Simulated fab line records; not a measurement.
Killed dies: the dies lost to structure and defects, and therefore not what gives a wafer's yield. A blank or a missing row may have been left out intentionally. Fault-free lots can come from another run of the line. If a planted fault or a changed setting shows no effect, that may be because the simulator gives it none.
Which of the tools did it?	flow gf180mcu	33 wafers from 11 lots sampled at 5 of the route's 602 steps

## WHAT THE GAUGES READ, wafer by wafer
GF_MVSD_OVL_MEAS_07. Usual: MVSD_OVL 0.6 nm, standard deviation 1.6.
lot	measured	on	MVSD_OVL (nm)	flag
L104	day 4 10:13	overlay-02	0.0 0.2 1.0	
L105	day 4 15:00	overlay-02	-2.3 -2.7 -2.8	
L106	day 5 03:36	overlay-02	-1.5 -1.3 -2.4	
L107	day 5 07:45	overlay-01	1.2 2.7 0.5	
L109	day 5 21:44	overlay-01	2.0 0.7 3.2	
L114	day 7 01:13	overlay-02	0.1 -0.9 1.8	
L115	day 7 02:39	overlay-01	1.6 0.7 0.1	
L118	day 7 20:11	overlay-01	3.8 3.0 1.9	
L120	day 8 04:57	overlay-01	0.6 -2.1 0.6	
L122	day 8 16:49	overlay-02	0.9 0.6 2.0	
L127	day 10 00:53	overlay-01	1.2 2.3 1.4	

GF_POLY_GATE_THK_MEAS_01. Usual: POLY_GATE_CVD_00_THK 200.8 nm, standard deviation 2.1.
lot	measured	on	POLY_GATE_CVD_00_THK (nm)	flag
L104	day 8 11:49	film metro-04	203.4 202.4 203.8	
L105	day 8 17:40	film metro-03	202.4 203.0 202.6	
L106	day 9 06:53	film metro-03	201.8 202.1 203.4	
L107	day 9 14:04	film metro-03	199.4 202.0 199.1	
L109	day 10 06:12	film metro-01	198.1 198.5 197.8	
L114	day 11 13:01	film metro-03	202.1 204.0 201.3	
L115	day 11 16:55	film metro-04	199.0 200.2 201.0	
L118	day 12 10:53	film metro-03	204.9 202.6 204.2	
L120	day 12 21:43	film metro-01	199.4 199.5 199.4	
L122	day 13 13:43	film metro-01	116.6 117.6 117.2 116.6 117.6 117.0	OFF
L127	day 15 01:48	film metro-04	198.4 199.0 198.8	

GF_HV_LDD_OVL_MEAS_47. Usual: HV_LDD_03_OVL 0.2 nm, standard deviation 1.6.
lot	measured	on	HV_LDD_03_OVL (nm)	flag
L104	day 12 06:47	overlay-01	-0.2 -0.8 -1.1	
L105	day 12 14:20	overlay-01	3.3 2.8 0.9	
L106	day 13 06:19	overlay-02	1.5 0.1 1.7	
L107	day 13 12:28	overlay-01	2.0 2.8 3.6	
L109	day 14 13:31	overlay-02	-1.5 -2.1 -0.8	
L114	day 15 21:53	overlay-01	0.0 0.0 3.1	
L115	day 16 01:29	overlay-01	-1.9 0.2 -0.4	
L118	day 17 00:25	overlay-02	-0.3 1.1 0.1	
L120	day 17 10:22	overlay-02	-1.1 1.4 -1.6	
L122	day 18 04:55	overlay-02	-2.6 -1.6 -1.8	
L127	day 19 21:55	overlay-02	-0.8 -0.8 -0.9	

## TOOL THAT RAN EACH LOT (tool first, then ch and the chambers of the sampled wafers, then the start)
lot	GF_POLY_GATE_CVD_00	GF_POLY_GATE_ETCH_13
L104	lpcvd-02 ch 1, day 8 10:29	rie si-02 ch 1,3, day 9 04:23
L105	lpcvd-01 ch 1, day 8 16:19	rie si-02 ch 0,2,3, day 9 10:18
L106	lpcvd-01 ch 0, day 9 05:31	rie si-02 ch 0,1, day 10 00:15
L107	lpcvd-01 ch 1, day 9 12:44	rie si-02 ch 0,2,3, day 10 08:09
L109	lpcvd-01 ch 0, day 10 04:52	rie si-02 ch 0,3, day 11 00:52
L114	lpcvd-02 ch 0, day 11 11:40	rie si-02 ch 1,3, day 12 08:07
L115	lpcvd-02 ch 1, day 11 15:34	rie si-02 ch 2,3, day 12 11:59
L118	lpcvd-01 ch 1, day 12 09:34	rie si-01 ch 1,2, day 13 06:44
L120	lpcvd-02 ch 1, day 12 20:23	rie si-02 ch 1,2,3, day 13 17:14
L122	lpcvd-02 ch 0, day 13 12:22	rie si-02 ch 0,1,2, day 14 10:31
L127	lpcvd-01 ch 1, day 15 00:28	rie si-02 ch 0,2,3, day 15 23:02
- GF_POLY_GATE_CVD_00: deposits poly-Si, target thk 200 nm, time 1200 s.
- GF_POLY_GATE_ETCH_13: etches poly-Si in HBr/Cl2, stops on SiO2, target depth 198.5 nm, time 69.6 s.

## AS READ BY THE TOOLS THEMSELVES (means over the sampled wafers that have a number; for cases with no such wafer, the mark the record gives instead)
GF_POLY_GATE_CVD_00. Usual: spike tc bottom C 639.3 C, standard deviation 2.7; spike tc centre C 620.2 C, standard deviation 1.1; spike tc lower C 620.4 C, standard deviation 1.6; spike tc top C 639.1 C, standard deviation 2.8; spike tc upper C 620.2 C, standard deviation 1.5; susceptor temp C 619.95 C, standard deviation 0.27.
lot	tool	spike tc bottom C (C)	spike tc centre C (C)	spike tc lower C (C)	spike tc top C (C)	spike tc upper C (C)	susceptor temp C (C)	flag
L104	lpcvd-02	643.0	619.9	620.1	641.1	618.4	619.94	
L105	lpcvd-01	637.1	620.2	620.0	635.7	621.0	619.87	
L106	lpcvd-01	641.8	621.0	619.4	639.2	621.7	619.87	
L107	lpcvd-01	636.0	621.6	619.8	636.4	621.6	620.24	
L109	lpcvd-01	640.8	620.7	619.1	639.8	622.5	619.58	
L114	lpcvd-02	640.2	620.9	622.1	642.0	619.0	620.00	
L115	lpcvd-02	641.8	619.7	620.1	641.5	619.6	619.84	
L118	lpcvd-01	635.7	620.4	619.0	636.7	622.0	619.93	
L120	lpcvd-02	641.9	618.9	621.0	640.8	619.9	620.39	
L122	lpcvd-02	618.6	598.1	599.6	620.0	597.0	597.29	OFF
L127	lpcvd-01	636.0	619.8	619.4	636.1	621.2	619.68	

GF_POLY_GATE_ETCH_13. Usual: chamber pressure mTorr 10.000 mTorr, standard deviation 0.01; drypump motor current A 5.86 A, standard deviation 0.19; oes product au 0.990 a.u., standard deviation 0.01; throttle valve pct 33.685 %, standard deviation 0.0088.
lot	tool	chamber pressure mTorr (mTorr)	drypump motor current A (A)	oes product au (a.u.)	throttle valve pct (%)	flag
L104	rie si-02	9.996	5.68	0.997	33.683	
L105	rie si-02	10.009	5.74	0.991	33.677	
L106	rie si-02	10.015	5.99	0.995	33.685	
L107	rie si-02	9.999	5.71	0.987	33.688	
L109	rie si-02	9.998	5.81	0.985	33.685	
L114	rie si-02	9.994	5.71	0.998	33.687	
L115	rie si-02	10.000	5.57	0.991	33.684	
L118	rie si-01	10.000	5.98	1.010	33.692	
L120	rie si-02	10.004	5.74	0.990	33.688	
L122	rie si-02	10.006	5.84	0.704	33.688	OFF
L127	rie si-02	9.993	5.72	0.981	33.680	

## THE ANSWER, worked out from the rows above alone
Rule: lot off if the mean of its wafers having a number is beyond 3 standard deviations from the usual mean. Also off: a lot with no number at a reading for which 4 or more lots have one. All remaining lots with rows at the step are treated as sound. Order of review: gauges by route order, followed by the tools' own readings, for which a lot's mean as printed above is used. The first step at which some lot is off is used, and at that step the reading that is off furthest; a lot without a number counts as furthest.
Off: L122, seen at GF_POLY_GATE_THK_MEAS_01 (POLY_GATE_CVD_00_THK).
If a tool, at a process step before that reading, ran all the lots that are off and no sound lot after the first of them, it fits. The gauges at GF_POLY_GATE_THK_MEAS_01 aren't tried: what is off there is off at GF_POLY_GATE_CVD_00 too, on other tools, and a gauge's error can't cause that. One fits: GF_POLY_GATE_CVD_00 on lpcvd-02. A fault onset in the window from L120 (day 12 20:23, its last sound lot) to L122 (day 13 12:22, its first lot off) fits.
The tool's own readings at GF_POLY_GATE_CVD_00 bear it out: on the lots that are off they differ by more than 5 times the standard deviation of the sound lots' means. spike tc bottom C reads 618.6 C there against 639.4 C on the sound lots; spike tc centre C reads 598.1 C there against 620.3 C on the sound lots; spike tc lower C reads 599.6 C there against 620.0 C on the sound lots; spike tc top C reads 620.0 C there against 638.9 C on the sound lots; spike tc upper C reads 597.0 C there against 620.7 C on the sound lots; susceptor temp C reads 597.29 C there against 619.93 C on the sound lots.

## WHAT THE SIMULATOR HAD INSERTED
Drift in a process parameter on lpcvd-02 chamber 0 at GF_POLY_GATE_CVD_00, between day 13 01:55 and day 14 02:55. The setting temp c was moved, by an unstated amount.
Shown lots that were struck: L122. The rule above found the same.
